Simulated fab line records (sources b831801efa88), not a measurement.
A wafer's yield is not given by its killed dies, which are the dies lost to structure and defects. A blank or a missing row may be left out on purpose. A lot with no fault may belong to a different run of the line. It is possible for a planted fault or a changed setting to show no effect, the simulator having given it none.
Matching of chambers -- flow sky130 -- cmp-02 running SKY_VIA1_CMP_24: 4 sister chambers
The step polishes, stops on SiO2, t overpolish 15 s, target thk 0 nm. 24 wafers are shown with their chamber, then 12 later ones without.

WAFERS PAIRED WITH THEIR CHAMBERS
wafer,chamber,motor current A (A),time to endpoint s (s),overpolish run s (s)
L074.1,1,9.2,67,14.994
L074.2,3,10.1,63,15.004
L074.3,0,10.4,71,15.018
L074.4,2,10.7,63,14.980
L074.5,3,10.1,59,15.008
L074.6,2,10.8,65,15.006
L077.4,3,9.9,64,14.992
L077.5,1,9.6,71,14.996
L077.6,2,10.6,68,14.997
L078.2,0,10.4,66,15.000
L078.4,1,9.4,68,15.005
L078.5,0,10.5,65,15.013
L080.1,3,9.6,63,14.991
L080.2,1,8.7,68,15.003
L080.4,0,10.1,70,14.988
L086.3,0,10.2,71,14.998
L086.5,0,11.4,66,15.008
L086.6,3,9.8,64,15.006
L088.2,1,9.0,69,14.989
L088.3,0,10.9,67,15.007
L088.5,0,10.2,69,15.012
L090.1,2,10.6,63,15.002
L090.2,1,9.0,67,14.997
L090.5,1,9.0,69,15.009

SIGNATURES (averages over the wafers above)
reading,chamber 0,chamber 1,chamber 2,chamber 3,scatter within a chamber
motor current A,10.512,9.129,10.675,9.900,0.322
time to endpoint s,68.12,68.43,64.75,62.60,2.08
overpolish run s,15.00550,14.99900,14.99625,15.00020,0.00894
Rule: distance of a wafer from a chamber = root of the sum over the readings of ((wafer's reading minus chamber's mean) / reading's scatter) squared. If the next closest chamber is less than 2 further off than the closest, the wafer can't be placed; otherwise it belongs to the closest. The scatter: take each reading less its chamber's mean, square it, sum over the shown wafers, divide by the number of wafers less the number of chambers, and take the root.

WAFERS WITHOUT THEIR CHAMBER
wafer,motor current A (A),time to endpoint s (s),overpolish run s (s)
L092.1,10.4,66,14.991
L092.2,9.0,65,14.989
L092.5,10.7,65,14.994
L095.1,10.6,60,15.001
L095.4,10.6,56,15.013
L095.6,10.6,61,14.988
L096.1,9.2,66,15.008
L096.3,10.5,65,15.008
L096.6,9.7,65,15.000
L097.2,9.7,63,14.996
L097.4,9.8,59,15.004
L097.6,10.7,67,15.004

WHICH CHAMBER EACH ONE RAN IN
wafer,from the rows above,in truth
L092.1,can't be placed: 2 or 0 or 3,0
L092.2,can't be placed: 1 or 3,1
L092.5,can't be placed: 2 or 0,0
L095.1,can't be placed: 2 or 3 or 0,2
L095.4,can't be placed: 3 or 2 or 0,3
L095.6,can't be placed: 2 or 3 or 0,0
L096.1,can't be placed: 1 or 3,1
L096.3,can't be placed: 2 or 0 or 3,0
L096.6,can't be placed: 3 or 1 or 0 or 2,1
L097.2,3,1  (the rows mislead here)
L097.4,3,3
L097.6,can't be placed: 0 or 2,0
Correctly placed: 1 of 12. These rows do not allow placing 10 (true chamber among the candidates in 10). 1 placed wrongly.
